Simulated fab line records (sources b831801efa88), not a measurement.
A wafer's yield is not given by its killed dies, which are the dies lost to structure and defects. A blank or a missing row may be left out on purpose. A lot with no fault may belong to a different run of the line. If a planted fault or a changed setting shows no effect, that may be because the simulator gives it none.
Which tool did it? -- flow sky130 -- Sampling: 11 lots, 33 wafers, 4 of 708 route steps

## WHAT THE GAUGES READ, wafer by wafer
SKY_VT_ADJUST_NCORE_TW_MEAS_11.
lot,measured,on,VT_ADJUST_NCORE_TW
L615,day 8 11:17,film-metro-01,216.3 215.8 216.6
L616,day 8 17:32,film-metro-04,219.7 218.8 219.0
L618,day 9 09:56,film-metro-03,219.5 221.6 220.0
L620,day 10 01:13,film-metro-03,220.9 222.5 220.8
L622,day 10 15:28,film-metro-01,230.2 228.0 228.4
L627,day 12 00:22,film-metro-01,226.2 226.8 227.2
L634,day 14 12:53,film-metro-01,217.3 218.1 217.1
L635,day 14 17:10,film-metro-03,219.7 219.2 220.4
L636,day 14 21:50,film-metro-04,219.3 218.7 218.7
L637,day 15 09:37,film-metro-04,218.7 218.8 217.5
L638,day 15 06:05,film-metro-01,217.7 217.5 216.0

## WHAT TOOL EACH LOT RAN ON (gives the tool, then ch and the chambers of the sampled wafers, and finally the start)
lot,SKY_FIELD_ISO_ETCH_17,SKY_FIELD_ISO_CMP_27,SKY_VT_ADJUST_NCORE_IMPLANT_09
L615,"rie-si-02 ch 0,2, day 2 05:45","cmp-01 ch 0,1,2, day 2 09:08","implanter-02 ch 0, day 8 11:02"
L616,"rie-si-02 ch 0,2, day 2 11:29","cmp-01 ch 0,2,3, day 2 14:46","implanter-01 ch 0, day 8 17:19"
L618,"rie-si-01 ch 0,2, day 2 21:03","cmp-02 ch 0,1, day 3 01:34","implanter-02 ch 0, day 9 09:43"
L620,"rie-si-01 ch 0,1,2, day 3 07:44","cmp-02 ch 2,3, day 3 12:13","implanter-01 ch 0, day 10 00:59"
L622,"rie-si-02 ch 0,1, day 3 17:46","cmp-01 ch 1,3, day 3 23:05","implanter-01 ch 0, day 10 15:14"
L627,"rie-si-02 ch 0,1,3, day 4 20:11","cmp-01 ch 0,1,2, day 4 23:27","implanter-01 ch 0, day 12 00:08"
L634,"rie-si-02 ch 0,3, day 6 06:13","cmp-02 ch 0,2,3, day 6 15:46","implanter-01 ch 0, day 14 12:38"
L635,"rie-si-02 ch 1,2, day 6 16:11","cmp-02 ch 0,2,3, day 6 21:29","implanter-01 ch 0, day 14 16:55"
L636,"rie-si-01 ch 0,1,2, day 6 19:40","cmp-02 ch 0,1,3, day 7 00:27","implanter-03 ch 0, day 14 21:36"
L637,"rie-si-02 ch 0,3, day 7 05:02","cmp-01 ch 0,2,3, day 7 09:33","implanter-01 ch 0, day 15 09:22"
L638,"rie-si-01 ch 0,2, day 7 06:17","cmp-01 ch 0,2, day 7 09:46","implanter-03 ch 0, day 15 05:50"
- SKY_FIELD_ISO_ETCH_17: etches Si in HBr/Cl2/O2, target depth 342 nm, time 97.7 s.
- SKY_FIELD_ISO_CMP_27: polishes, stops on Si3N4, t overpolish 16 s, target thk 457.8 nm.
- SKY_VT_ADJUST_NCORE_IMPLANT_09

## THE ANSWER, worked out from the rows above alone
Rule: the lots themselves supply what counts as usual. The widest of any qualifying gaps counts: lots, ordered by their means at a reading, are off when they make up no more than a third of the lots, leave a main group of 4 or more, and stand apart from it by 3 or more times the standard deviation of that group's means. If all means in a main group match to the digits the tables above print for the reading, that group is not used. Also off: a lot with no number at a reading for which 4 or more lots have one. Any other lot the step has rows for is counted as sound.
Off: L622, L627, at SKY_VT_ADJUST_NCORE_TW_MEAS_11 (VT_ADJUST_NCORE_TW). For the main group the mean is 218.7 and the standard deviation 1.6.
A tool fits if, at a process step before that reading, it ran every lot that is off, and no sound lot after the first of them. Gauges at SKY_VT_ADJUST_NCORE_TW_MEAS_11: tried the same way as those tools. Of those tried, none fits.

## WHAT THE SIMULATOR PUT IN
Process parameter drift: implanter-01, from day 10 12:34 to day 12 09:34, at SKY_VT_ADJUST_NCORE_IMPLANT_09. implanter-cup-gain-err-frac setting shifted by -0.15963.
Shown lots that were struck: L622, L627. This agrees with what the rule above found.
